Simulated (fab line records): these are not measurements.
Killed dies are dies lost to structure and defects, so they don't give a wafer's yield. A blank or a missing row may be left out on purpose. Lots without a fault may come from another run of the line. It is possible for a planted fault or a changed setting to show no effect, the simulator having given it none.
Which tool was responsible? + flow gf180mcu + route of 602 steps, sampled at 1 step: 7 lots, 21 wafers

== WHAT EACH GAUGE READ, for each wafer ==
GF_STI_THK_MEAS_22.
| lot  | measured    | on            | STI_OXIDATION_01_THK (nm) |
|------|-------------|---------------|---------------------------|
| L857 | day 2 09:01 | film-metro-03 | 14.89 14.40 14.55         |
| L859 | day 2 19:49 | film-metro-03 | 14.69 14.95 14.90         |
| L861 | day 3 04:59 | film-metro-03 | 14.86 14.58 14.64         |
| L863 | day 3 14:46 | film-metro-01 | 15.17 14.98 15.03         |
| L869 | day 4 21:16 | film-metro-01 | 15.01 14.96 15.14         |
| L875 | day 6 04:34 | film-metro-03 | 15.05 14.97 14.88         |
| L879 | day 7 02:42 | film-metro-01 | 14.91 14.96 15.01         |

== EACH LOT AND THE TOOL THAT RAN IT (in order: tool; ch and the chambers of the sampled wafers; start) ==
The record holds no process step before these readings.

== THE ANSWER, worked out from the rows above alone ==
Rule: the lots themselves supply what counts as usual. Put in order of their means at a reading, lots are off if they are a third of the lots or fewer, leave a main group of 4 or more, and stand apart from it by a gap of 3 or more times the standard deviation of the main group's means; of several such gaps the widest counts. A main group whose means are all the same, to the digits that the tables above print for the reading, isn't used. Also off: a lot with no number at a reading for which 4 or more lots have one. All remaining lots with rows at the step are treated as sound.
Nothing can be told from this: no lot is off at any reading shown.

== WHAT WAS PUT IN BY THE SIMULATOR ==
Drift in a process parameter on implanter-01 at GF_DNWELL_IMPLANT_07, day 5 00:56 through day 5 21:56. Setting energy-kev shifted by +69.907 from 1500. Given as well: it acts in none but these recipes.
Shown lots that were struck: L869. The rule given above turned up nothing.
